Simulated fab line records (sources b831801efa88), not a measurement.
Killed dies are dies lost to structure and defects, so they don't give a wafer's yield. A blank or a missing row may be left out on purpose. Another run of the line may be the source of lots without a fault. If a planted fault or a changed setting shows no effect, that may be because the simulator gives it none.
Problem report in the 8D (eight disciplines) form, filled by code    flow gf180mcu    the parts of the form that need people (team, actions taken, sign-off) are left out

1. THE ISSUE
M2_ALCU_RS at GF_M2_RS_MEAS_05 reads a mean of 0.0939 ohm/sq on 2 wafers of 1 lot; wafers without a fault read 0.0694 ohm/sq with a standard deviation of 0.00093. That puts it +26 standard deviations away from the usual mean.
The step: measures by four-point-probe.
First seen on wafer L935.1, day 24 00:45, on film metro-01. At this step, 34 wafers from 12 lots have a number in the record. Rule for "out" (also "out of limits"): further than 4 standard deviations from the usual mean. Any other wafer with a number is counted as sound.

2. WHAT IT IS; WHAT IT IS NOT
question                     is                      is not
which readings at this step  M2_ALCU_RS              -
which lots                   L935                    L919, L921, L923, L924, L925, L926, L927, L928, L932, L940, L942
which wafers of those lots   all that have a number  -
read on which gauges         film metro-01           film metro-02, film metro-03
when                         from day 24 00:45       up to then (26 sound wafers); but 6 sound wafers of L940, L942 came after

3. THE SUSPECTS, EACH WITH WHAT RULES IT OUT
Counting: any tool at a process step up to the reading is kept as a suspect provided that every lot that is out went through it and no sound lot did after the first of them.
- the gauge at GF_M2_RS_MEAS_05: kept. All the wafers that are out were read on film metro-01, and no step on other tools shows them out.
- pvd sputter-01 at GF_M2_SPUTTER_02 (material AlCu, target thk 450 nm, time 23.9 s): kept. It ran the lot that is out, L935 (day 24 00:40), and no sound lot after that; its last sound lot up to then is L932 (day 23 19:25).
After counting, pvd sputter-01 at GF_M2_SPUTTER_02 and film metro-01 at GF_M2_RS_MEAS_05 remain.

4. THE CAUSE (what the simulator had put in)
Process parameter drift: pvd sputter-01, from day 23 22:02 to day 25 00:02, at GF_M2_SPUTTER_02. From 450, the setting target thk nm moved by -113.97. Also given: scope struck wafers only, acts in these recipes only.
After counting, 2 suspects remain, this tool included.

5. THE EFFECT CHAIN, in route order
Rows list readings where the struck wafers' mean (over those with a number) sits beyond 3 standard deviations from the usual. Only readings whose record carries a usual standard deviation are examined. hours: median over the lots of the time between each lot's start at the first step of this table that gives one and its start at this step. sigmas: the change, counted in usual standard deviations.
hours  step               reading      usual          on struck wafers  change   sigmas
0      GF_M2_RS_MEAS_05   M2_ALCU_RS   0.0694 ohm/sq  0.0939            +0.0244  +26
0      GF_M2_THK_MEAS_06  M2_ALCU_THK  452 nm         338               -114     -18

6. WHAT WOULD HAVE CAUGHT IT SOONER
Counted from the fault's start at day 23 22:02, it took 3 hours until the first out-of-limits reading at a measuring or inspecting step in this record, taken at day 24 00:45.
No tool reading at GF_M2_SPUTTER_02 that has a usual standard deviation in the record was out on any struck wafer, so an alarm limit of 4 standard deviations on those readings would not have fired.
Lots out: 1; all had begun GF_M2_SPUTTER_02 on pvd sputter-01 by day 24 00:45. Tool hold at that time: it would have spared none of them.
